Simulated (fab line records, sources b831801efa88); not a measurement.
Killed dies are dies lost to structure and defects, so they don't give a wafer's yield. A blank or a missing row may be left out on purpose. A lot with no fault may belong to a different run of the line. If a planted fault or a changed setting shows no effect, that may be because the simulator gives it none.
fab line records	flow sky130
record lots=15	wafers=45	last_day=50
route steps=708 shown LOCAL_INTERCONNECT@399 CONTACT@411
lots untouched by any fault: they come from a run of this same line in which no faults occurred
start_h: hours from the record's first day to the start of the lot's first wafer shown	wait_h: hours from the lot's prior step to this one	" as in the row above	L1.1+2: several wafers, shown together as one row	- no value, or no start was given	* or withheld: withheld	< > ~ a bound
route shown NAME@n: names a module that has steps shown in the file, with the first one's number in the route	usual: the fault-free wafers' mean and standard deviation	same: alike in all rows	chamber/n: place in a boat	sites: readings site by site	_std_site: standard deviation of those values	_edge_site: mean of outer sites minus mean of inner sites	radius_mm: for every site, how far away it sits from the centre of the wafer	mask NAME#n: copy n	behind: tool/chamber where the wafer was last shaped	hold: cause of the lot's hold/its duration in hours/its outcome	device: which transistor (n, p or np) failed to switch	end of line: at the end of the route, the tests of the same wafers	a step with no rows: only its recipe	killed: dies lost to structure and defects at the first sort, not the wafer's yield	map: the dies of a wafer, with x for killed, . for not killed, _ for no die there
set.NAME: the setting that was run; set.NAME@STEP: the one run at that earlier step	model.NAME: the simulator's own value behind a step, which no gauge read
steps of the route over a sample of lots; a table a step, a row a wafer
services: a tool's chamber out of use, with start hour (start_h, from the record's first day; less than 0 if before it), hours out, and reason
## steps
# step SKY_LOCAL_INTERCONNECT_OVL_MEAS_12
# usual LOCAL_INTERCONNECT_OVL=-3/5.9
lot.wafer	tool	chamber	start_h	wait_h	LOCAL_INTERCONNECT_OVL[nm]
L530.1	overlay-02	-	715.17	0.1	-9
L530.4	"	-	"	"	-3
L530.5	"	-	"	"	-9
L531.1	overlay-02	-	734.59	0.1	-2
L531.2	"	-	"	"	-5
L531.3	"	-	"	"	-7
L532.1	overlay-01	-	742.42	0.1	-7
L532.3	"	-	"	"	-12
L532.6	"	-	"	"	-6
L534.2	overlay-01	-	753.38	0.1	0
L534.5	"	-	"	"	-1
L534.6	"	-	"	"	-4
L535.2	overlay-02	-	762.09	0.1	0
L535.4	"	-	"	"	-10
L535.6	"	-	"	"	-4
L536.1	overlay-02	-	764.77	0.1	0
L536.2	"	-	"	"	-6
L536.3	"	-	"	"	0
L537.1	overlay-02	-	776.47	0.1	3
L537.4	"	-	"	"	-4
L537.5	"	-	"	"	2
L538.2	overlay-02	-	789.13	0.1	-9
L538.4	"	-	"	"	-2
L538.5	"	-	"	"	-9
L539.3	overlay-02	-	789.83	0.1	-11
L539.4	"	-	"	"	-9
L539.5	"	-	"	"	-12
L545.1	overlay-02	-	830.74	0.1	-6
L545.3	"	-	"	"	-1
L545.5	"	-	"	"	-2
L547.1	overlay-02	-	867.38	0.1	5
L547.4	"	-	"	"	3
L547.5	"	-	"	"	5
L549.2	overlay-01	-	874.84	0.1	8
L549.5	"	-	"	"	5
L549.6	"	-	"	"	9
L550.1	overlay-01	-	875.77	0.1	-2
L550.3	"	-	"	"	3
L550.5	"	-	"	"	-1
L548.1	overlay-01	-	878.58	0.1	3
L548.4	"	-	"	"	-1
L548.5	"	-	"	"	1
L551.2	overlay-01	-	882.05	0.1	-9
L551.3	"	-	"	"	-10
L551.5	"	-	"	"	-6
# step SKY_CONTACT_BOW_MEAS_05
# recipe mode=bow
# usual CONTACT_BOW=81/7.3
lot.wafer	tool	chamber	start_h	wait_h	CONTACT_BOW[um]
L530.1	film_metro-01	-	716.53	0.2	79
L530.4	"	-	"	"	86
L530.5	"	-	"	"	84
L531.1	film_metro-01	-	736.29	0.2	85
L531.2	"	-	"	"	86
L531.3	"	-	"	"	84
L532.1	film_metro-03	-	743.72	0.1	88
L532.3	"	-	"	"	86
L532.6	"	-	"	"	84
L534.2	film_metro-03	-	754.75	0.2	87
L534.5	"	-	"	"	88
L534.6	"	-	"	"	82
L535.2	film_metro-03	-	763.49	0.1	70
L535.4	"	-	"	"	79
L535.6	"	-	"	"	76
L536.1	film_metro-01	-	766.17	0.2	86
L536.2	"	-	"	"	81
L536.3	"	-	"	"	82
L537.1	film_metro-01	-	777.74	0.2	82
L537.4	"	-	"	"	71
L537.5	"	-	"	"	83
L538.2	film_metro-03	-	790.42	0.3	70
L538.4	"	-	"	"	89
L538.5	"	-	"	"	83
L539.3	film_metro-01	-	791.16	0.2	74
L539.4	"	-	"	"	71
L539.5	"	-	"	"	99
L545.1	film_metro-01	-	832.09	0.2	77
L545.3	"	-	"	"	65
L545.5	"	-	"	"	80
L547.1	film_metro-04	-	868.65	0.2	88
L547.4	"	-	"	"	88
L547.5	"	-	"	"	101
L549.2	film_metro-01	-	876.27	0.3	85
L549.5	"	-	"	"	73
L549.6	"	-	"	"	64
L550.1	film_metro-04	-	877.19	0.1	76
L550.3	"	-	"	"	78
L550.5	"	-	"	"	82
L548.1	film_metro-03	-	879.93	0.2	85
L548.4	"	-	"	"	76
L548.5	"	-	"	"	82
L551.2	film_metro-04	-	883.34	0.2	84
L551.3	"	-	"	"	85
L551.5	"	-	"	"	89
# step SKY_CONTACT_COAT_08
# recipe resist=BARC	temp_c=withheld	time_s=withheld	spin_rpm=3000	resist_thk_nm=60
# usual spin_speed_rpm=3000.1/2
lot.wafer	tool	chamber	start_h	wait_h	spin_speed_rpm
L530.1	litho_track-03	0	730.05	0.1	3000.0
L530.4	"	0	"	"	2999.0
L530.5	"	0	"	"	3002.2
L531.1	litho_track-03	0	749.40	0.1	2995.0
L531.2	"	0	"	"	2998.5
L531.3	"	0	"	"	2999.0
L532.1	litho_track-03	0	757.15	0.1	3002.3
L532.3	"	0	"	"	2999.7
L532.6	"	0	"	"	3000.1
L534.2	litho_track-01	0	767.74	0.1	2998.6
L534.5	"	0	"	"	3003.2
L534.6	"	0	"	"	2999.8
L535.2	litho_track-01	0	775.89	0.1	2999.3
L535.4	"	0	"	"	2997.6
L535.6	"	0	"	"	3000.1
L536.1	litho_track-01	0	778.52	0.1	2721.0
L536.2	"	0	"	"	2723.9
L536.3	"	0	"	"	2721.3
L537.1	litho_track-01	0	791.12	0.1	2717.9
L537.4	"	0	"	"	2719.4
L537.5	"	0	"	"	2721.0
L538.2	litho_track-02	0	802.64	0.1	2996.9
L538.4	"	0	"	"	2998.4
L538.5	"	0	"	"	3002.6
L539.3	litho_track-01	0	803.87	0.1	2720.7
L539.4	"	0	"	"	2722.4
L539.5	"	0	"	"	2721.9
L545.1	litho_track-03	0	845.35	0.1	2999.9
L545.3	"	0	"	"	3000.4
L545.5	"	0	"	"	3001.7
L547.1	litho_track-03	0	881.20	0.1	3001.1
L547.4	"	0	"	"	3000.3
L547.5	"	0	"	"	2999.6
L549.2	litho_track-03	0	888.83	0.1	2998.3
L549.5	"	0	"	"	3002.3
L549.6	"	0	"	"	3000.1
L550.1	litho_track-03	0	889.95	0.1	2997.8
L550.3	"	0	"	"	3000.1
L550.5	"	0	"	"	2998.5
L548.1	litho_track-02	0	892.01	0.1	3003.5
L548.4	"	0	"	"	3000.2
L548.5	"	0	"	"	3002.6
L551.2	litho_track-01	0	895.54	0.1	3000.4
L551.3	"	0	"	"	3002.9
L551.5	"	0	"	"	2998.7
# step SKY_CONTACT_ETCH_16
# recipe chemistry=N2/H2	target=BARC	ion_energy_ev=200	source_w=500	bias_w=100	pressure_mtorr=30	n2_flow_sccm=100	h2_flow_sccm=200	stop_on=SiO2	time_s=45.9	target_depth_a=600
# usual drypump_motor_current_A=5.6/0.48	oes_product_au=0.855/0.0049	throttle_valve_pct=13.226/0.0087
lot.wafer	tool	chamber	start_h	wait_h	drypump_motor_current_A	oes_product_au	rf_hours_counter_h	throttle_valve_pct
L530.1	rie_diel-02	3	744.22	0.0	5.7	0.850	8	13.225
L530.4	"	2	"	"	6.2	0.868	-	13.238
L530.5	"	1	"	"	5.2	0.845	-	13.216
L531.1	rie_diel-01	1	763.36	0.0	5.0	0.857	43	13.224
L531.2	"	3	"	"	6.1	0.861	23	13.220
L531.3	"	2	"	"	5.4	0.861	6	13.214
L532.1	rie_diel-01	3	770.92	0.0	6.2	0.860	23	13.227
L532.3	"	2	"	"	5.5	0.856	7	13.231
L532.6	"	2	"	"	5.5	0.856	-	13.232
L534.2	rie_diel-03	1	782.04	0.0	5.5	0.850	7	13.218
L534.5	"	1	"	"	5.5	0.850	-	13.211
L534.6	"	2	"	"	5.1	0.852	-	13.229
L535.2	rie_diel-03	3	789.51	0.0	5.5	0.856	13	13.230
L535.4	"	2	"	"	5.1	0.849	-	13.236
L535.6	"	1	"	"	5.5	0.854	-	13.244
L536.1	rie_diel-03	3	792.81	0.0	5.5	0.878	14	13.212
L536.2	"	2	"	"	5.1	0.872	7	13.225
L536.3	"	1	"	"	5.6	0.878	7	13.226
L537.1	rie_diel-03	3	804.42	0.0	5.5	0.883	14	13.216
L537.4	"	0	"	"	6.7	0.870	21	13.216
L537.5	"	1	"	"	5.6	0.879	-	13.228
L538.2	rie_diel-02	3	816.41	0.0	5.7	0.850	10	13.227
L538.4	"	1	"	"	5.3	0.853	3	13.223
L538.5	"	3	"	"	5.7	0.855	-	13.223
L539.3	rie_diel-03	0	818.13	0.0	6.7	0.874	21	13.219
L539.4	"	2	"	"	5.1	0.877	-	13.212
L539.5	"	3	"	"	5.5	0.884	-	13.226
L545.1	rie_diel-02	1	858.46	0.0	5.2	0.860	4	13.213
L545.3	"	3	"	"	5.7	0.856	11	13.238
L545.5	"	1	"	"	5.3	0.856	-	13.223
L547.1	rie_diel-02	3	893.78	0.0	5.7	0.853	12	13.222
L547.4	"	2	"	"	6.2	0.854	9	13.241
L547.5	"	2	"	"	6.3	0.851	-	13.223
L549.2	rie_diel-02	3	901.67	0.0	5.7	0.869	13	13.224
L549.5	"	2	"	"	6.2	0.849	-	13.227
L549.6	"	1	"	"	5.3	0.851	-	13.221
L550.1	rie_diel-03	1	902.51	0.0	5.5	0.857	11	13.235
L550.3	"	0	"	"	6.6	0.863	24	13.201
L550.5	"	3	"	"	5.5	0.860	-	13.224
L548.1	rie_diel-01	2	904.56	0.0	5.5	0.853	11	13.225
L548.4	"	2	"	"	5.5	0.863	-	13.232
L548.5	"	1	"	"	5.0	0.852	-	13.229
L551.2	rie_diel-01	3	908.71	0.0	6.2	0.851	28	13.231
L551.3	"	0	"	"	5.5	0.855	8	13.221
L551.5	"	0	"	"	5.5	0.860	-	13.232
# step SKY_CONTACT_CMP_27
# recipe stop_on=SiO2	t_overpolish_s=15	down_force_psi=3.5	platen_rpm=60	target_thk_nm=0	pad_velocity_m_s=0.94248
# usual motor_current_A=11.3/1.5	overpolish_run_s=15.001/0.0089	time_to_endpoint_s=83/4.3
lot.wafer	tool	chamber	start_h	wait_h	motor_current_A	overpolish_run_s	time_to_endpoint_s
L530.1	cmp-01	2	745.31	0.1	10.9	15.007	86
L530.4	"	0	"	"	12.6	15.003	83
L530.5	"	2	"	"	10.7	14.995	83
L531.2	cmp-02	0	764.43	0.0	9.3	15.003	90
L531.1	"	1	"	"	8.7	15.014	91
L531.3	"	3	"	"	14.3	15.002	86
L532.1	cmp-02	3	772.13	0.1	14.6	14.993	90
L532.3	"	0	"	"	9.3	15.010	89
L532.6	"	1	"	"	8.5	14.978	92
L534.2	cmp-01	0	783.12	0.0	12.1	15.007	83
L534.6	"	0	"	"	13.0	15.017	83
L534.5	"	1	"	"	10.4	15.004	84
L535.4	cmp-01	2	790.68	0.1	10.1	14.999	76
L535.2	"	3	"	"	11.9	14.998	78
L535.6	"	0	"	"	12.7	15.003	81
L536.2	cmp-01	0	793.94	0.1	11.9	15.000	84
L536.3	"	1	"	"	10.7	15.004	80
L536.1	"	2	"	"	10.9	15.019	77
L537.4	cmp-01	2	805.59	0.1	10.2	15.001	85
L537.1	"	3	"	"	11.9	15.000	83
L537.5	"	1	"	"	10.4	15.009	89
L538.4	cmp-01	1	817.53	0.1	11.1	14.999	80
L538.2	"	2	"	"	10.8	14.996	80
L538.5	"	1	"	"	10.6	14.994	82
L539.4	cmp-01	3	819.24	0.0	11.6	15.012	78
L539.3	"	2	"	"	10.2	15.001	77
L539.5	"	3	"	"	11.4	15.013	76
L545.3	cmp-01	3	859.53	0.0	12.3	14.988	81
L545.1	"	0	"	"	12.5	15.014	87
L545.5	"	0	"	"	12.4	14.992	85
L547.1	cmp-01	0	894.85	0.1	12.7	14.993	83
L547.4	"	2	"	"	10.6	14.998	76
L547.5	"	0	"	"	12.8	15.000	81
L549.2	cmp-02	3	902.93	0.2	14.4	15.008	85
L549.5	"	1	"	"	9.0	14.978	86
L549.6	"	2	"	"	10.9	15.004	78
L550.1	cmp-02	0	903.64	0.1	9.8	14.997	87
L550.3	"	2	"	"	12.0	15.000	78
L550.5	"	0	"	"	9.9	14.997	90
L548.4	cmp-02	1	905.74	0.1	8.8	15.000	88
L548.1	"	2	"	"	11.5	15.002	80
L548.5	"	0	"	"	9.5	15.000	89
L551.3	cmp-01	0	909.80	0.0	12.2	15.009	81
L551.2	"	3	"	"	12.0	15.007	73
L551.5	"	0	"	"	12.2	14.994	79
## services
tool	chamber	start_h	hours	kind
cmp-02	-	719.46	2.6	repair
rie_diel-02	0	727.56	19.6	repair
cmp-01	-	738.47	2.0	repair
rie_diel-03	-	752.99	15.6	pm
cmp-01	-	753.95	0.7	repair
cmp-01	-	759.44	4.0	pm
cmp-01	-	763.44	-	consumable_replace:conditioner
cmp-01	-	768.78	6.8	pm
rie_diel-03	0	784.59	11.3	repair
rie_diel-01	0	795.23	2.7	repair
rie_diel-02	1	797.83	3.8	repair
rie_diel-03	1	816.81	5.8	repair
rie_diel-01	-	825.19	2.8	pm
rie_diel-02	-	826.96	4.3	pm
cmp-01	-	830.07	1.5	repair
cmp-02	-	843.07	4.3	repair
cmp-02	-	861.57	3.0	pm
cmp-01	-	879.41	0.2	repair
cmp-01	-	881.21	0.3	repair
rie_diel-03	0	886.47	6.3	repair
cmp-01	-	891.57	0.3	repair
rie_diel-01	3	899.82	6.1	repair
rie_diel-02	2	903.09	1.9	repair
rie_diel-03	2	903.91	3.3	repair
## key
first_sign step=SKY_CONTACT_COAT_08	reading=spin_speed_rpm	direction=down	sigmas=99+	usual=3000.1	struck=2721.1
effect step=SKY_CONTACT_ETCH_16	reading=oes_product_au	direction=up	sigmas=4.6	usual=0.855	struck=0.877
met_at SKY_CONTACT_COAT_08
struck_lots L536,L537,L539
sort_left_out L539.3,L539.4,L539.5
tester_left_out L536,L537,L539
not_acting_at SKY_LOCAL_INTERCONNECT_OVL_MEAS_12,SKY_CONTACT_BOW_MEAS_05,SKY_CONTACT_CMP_27
onset_between 775.89 778.52
fault kind=process_parameter_drift	tool=litho_track-01	chamber=-	onset_h=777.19	steps=SKY_CONTACT_COAT_08	channel=spin_rpm	offset=-279.27	shape=step	end_h=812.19	acts_in=these_recipes_only	stated=3000
# tester_left_out: of these lots the tester's yield and bins aren't shown, on N5 and GAA mostly nor the transistor test; their killed dies are dies lost to structure and defects alone, not to doping, threshold or leakage, so they don't give the yield
# sort_left_out: the simulated sort isn't trusted on such a fault, so these wafers' sort isn't shown, and their yield isn't known
